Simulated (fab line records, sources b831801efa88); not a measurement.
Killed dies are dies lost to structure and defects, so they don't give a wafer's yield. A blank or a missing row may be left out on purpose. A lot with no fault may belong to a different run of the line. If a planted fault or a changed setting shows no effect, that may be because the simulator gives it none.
What tool caused it?	flow gf180mcu	13 lots, 39 wafers sampled, at 6 steps of a route of 602

WHAT THE GAUGES READ, wafer by wafer
GF_STI_BOW_MEAS_00. Usual: INCOMING_BOW gives 0 um (standard deviation 6).
lot	measured	on	INCOMING_BOW (um)	flag
L999	day 1 10:01	filmMetro-04	-1 3 9	
L100	day 1 15:00	filmMetro-04	-1 -12 -12	
L101	day 1 20:04	filmMetro-04	4 -4 1	
L102	day 2 01:04	filmMetro-04	-2 -4 0	
L103	day 2 06:00	filmMetro-04	-1 6 -6	
L104	day 2 11:01	filmMetro-01	-3 1 0	
L105	day 2 16:00	filmMetro-04	17 9 0	
L106	day 2 21:02	filmMetro-01	5 11 5	
L107	day 3 02:01	filmMetro-04	1 5 2	
L108	day 3 07:00	filmMetro-04	0 9 -1	
L115	day 4 18:04	filmMetro-02	1 6 -5	
L116	day 4 23:02	filmMetro-02	-5 -4 -4	
L117	day 5 04:00	filmMetro-04	-4 -2 -1	

GF_NWELL_TW_MEAS_11. Usual: NWELL_TW gives 1574 (standard deviation 13).
lot	measured	on	NWELL_TW	flag
L999	day 3 08:18	filmMetro-04	1567 1571 1586	
L100	day 3 13:51	filmMetro-03	1572 1571 1581	
L101	day 3 20:39	filmMetro-01	1562 1572 1559	
L102	day 3 23:45	filmMetro-04	1572 1572 1575	
L103	day 4 04:44	filmMetro-04	1576 1577 1576	
L104	day 4 09:09	filmMetro-03	1583 1585 1592	
L105	day 4 17:35	filmMetro-03	1584 1595 1591	
L106	day 5 00:25	filmMetro-03	1591 1599 1587	
L107	day 5 03:42	filmMetro-04	1558 1572 1563	
L108	day 5 07:30	filmMetro-03	1588 1591 1592	
L115	day 7 00:52	filmMetro-04	2437 2443 2427	OFF
L116	day 7 06:49	filmMetro-04	2424 2426 2420	OFF
L117	day 7 11:53	filmMetro-03	2417 2424 2409	OFF

GF_VT_IMPLANT_OVL_MEAS_29. Usual: VT_IMPLANT_02_OVL gives 0.2 nm (standard deviation 0.98).
lot	measured	on	VT_IMPLANT_02_OVL (nm)	flag
L999	day 6 21:53	overlay-01	-1.3 -0.7 -1.6	
L100	day 7 04:16	overlay-02	-1.1 0.5 1.0	
L101	day 7 11:46	overlay-02	0.4 0.2 0.5	
L102	day 7 16:55	overlay-02	0.4 2.7 2.2	
L103	day 7 23:58	overlay-02	-0.6 -0.4 -0.1	
L104	day 8 04:26	overlay-02	1.6 0.6 0.3	
L105	day 8 15:50	overlay-01	-0.2 -0.9 0.9	
L106	day 8 20:23	overlay-02	0.9 1.4 1.4	
L107	day 9 03:22	overlay-01	0.6 -0.1 0.4	
L108	day 9 07:37	overlay-01	1.6 0.9 0.9	
L115	day 11 08:02	overlay-01	0.3 -1.2 -0.3	
L116	day 11 12:10	overlay-02	0.5 -1.2 0.9	
L117	day 11 19:25	overlay-01	-0.3 -0.6 1.6	

GF_VT_IMPLANT_OVL_MEAS_40. Usual: VT_IMPLANT_03_OVL gives 0.6 nm (standard deviation 1.3).
lot	measured	on	VT_IMPLANT_03_OVL (nm)	flag
L999	day 7 13:32	overlay-01	-1.8 0.0 0.1	
L100	day 7 20:14	overlay-02	-0.3 -1.6 -0.7	
L101	day 8 03:44	overlay-01	-0.6 -0.3 -0.7	
L102	day 8 10:04	overlay-02	-0.8 -0.3 -1.0	
L103	day 8 16:40	overlay-02	-0.5 -0.2 0.0	
L104	day 8 20:05	overlay-01	1.6 -0.8 -0.8	
L105	day 9 07:55	overlay-01	0.5 0.4 -0.4	
L106	day 9 14:01	overlay-01	2.4 1.1 0.9	
L107	day 9 20:53	overlay-01	1.1 1.6 2.1	
L108	day 10 00:02	overlay-02	2.4 2.0 1.6	
L115	day 12 03:02	overlay-02	-1.4 1.5 0.9	
L116	day 12 07:13	overlay-02	0.3 0.2 0.3	
L117	day 12 14:20	overlay-01	1.2 -0.1 2.2	

GF_VT_IMPLANT_RS_MEAS_47: the measuring method here is four-point-probe. Usual: NWELL_RS gives 487.6 ohm/sq (standard deviation 1.3).
lot	measured	on	NWELL_RS (ohm/sq)	flag
L999	day 7 14:13	filmMetro-01	487.2 487.6 486.5	
L100	day 7 20:50	filmMetro-04	489.4 487.4 487.7	
L101	day 8 04:23	filmMetro-04	487.7 488.2 487.0	
L102	day 8 10:44	filmMetro-04	489.1 488.5 487.4	
L103	day 8 17:17	filmMetro-03	487.4 486.9 487.9	
L104	day 8 20:42	filmMetro-03	489.1 489.3 489.0	
L105	day 9 08:32	filmMetro-03	489.1 487.4 487.4	
L106	day 9 14:40	filmMetro-03	487.9 486.8 486.7	
L107	day 9 21:31	filmMetro-04	486.8 486.0 487.7	
L108	day 10 00:38	filmMetro-03	486.8 487.8 488.0	
L115	day 12 03:42	filmMetro-01	- - -	OFF
L116	day 12 07:52	filmMetro-01	- - -	OFF
L117	day 12 14:57	filmMetro-03	- - -	OFF

WHAT TOOL EACH LOT RAN ON (gives the tool, then ch and the chambers of the sampled wafers, and finally the start)
lot	GF_NWELL_IMPLANT_08
L999	implanter-04 ch 0, day 3 07:55
L100	implanter-03 ch 0, day 3 13:27
L101	implanter-04 ch 0, day 3 20:17
L102	implanter-03 ch 0, day 3 23:23
L103	implanter-04 ch 0, day 4 04:20
L104	implanter-04 ch 0, day 4 08:45
L105	implanter-03 ch 0, day 4 17:11
L106	implanter-01 ch 0, day 5 00:02
L107	implanter-03 ch 0, day 5 03:19
L108	implanter-04 ch 0, day 5 07:06
L115	implanter-01 ch 0, day 7 00:31
L116	implanter-04 ch 0, day 7 06:26
L117	implanter-04 ch 0, day 7 11:29
- GF_NWELL_IMPLANT_08

AS READ BY THE TOOLS THEMSELVES (means over the sampled wafers that have a number; for cases with no such wafer, the mark the record gives instead)
GF_NWELL_IMPLANT_08. Usual: faradayCurrentUA 84.6, standard deviation 1.8.
lot	tool	faradayCurrentUA	flag
L999	implanter-04	84.6	
L100	implanter-03	86.2	
L101	implanter-04	84.3	
L102	implanter-03	85.9	
L103	implanter-04	85.5	
L104	implanter-04	82.2	
L105	implanter-03	83.7	
L106	implanter-01	84.5	
L107	implanter-03	83.8	
L108	implanter-04	85.2	
L115	implanter-01	84.9	
L116	implanter-04	86.6	
L117	implanter-04	82.9	

THE ANSWER, worked out from the rows above alone
Rule: a lot is off if the mean of its wafers that have a number lies more than 3 standard deviations from the usual mean. A lot without any number at a reading at which 4 lots or more have one is off too. All remaining lots with rows at the step are treated as sound. After the gauges, taken in route order, come the tools' own readings; for these a lot's mean is taken, as printed above. At the first step where some lot is off, the reading lying furthest off is the one used; lots without a number count as furthest.
Off: L115, L116, L117, seen at GF_NWELL_TW_MEAS_11 (NWELL_TW).
If a tool, at a process step before that reading, ran all the lots that are off and no sound lot after the first of them, it fits. The gauges at GF_NWELL_TW_MEAS_11 are tried like those tools. Of those tried, none fits.

WHAT HAD BEEN PUT IN BY THE SIMULATOR
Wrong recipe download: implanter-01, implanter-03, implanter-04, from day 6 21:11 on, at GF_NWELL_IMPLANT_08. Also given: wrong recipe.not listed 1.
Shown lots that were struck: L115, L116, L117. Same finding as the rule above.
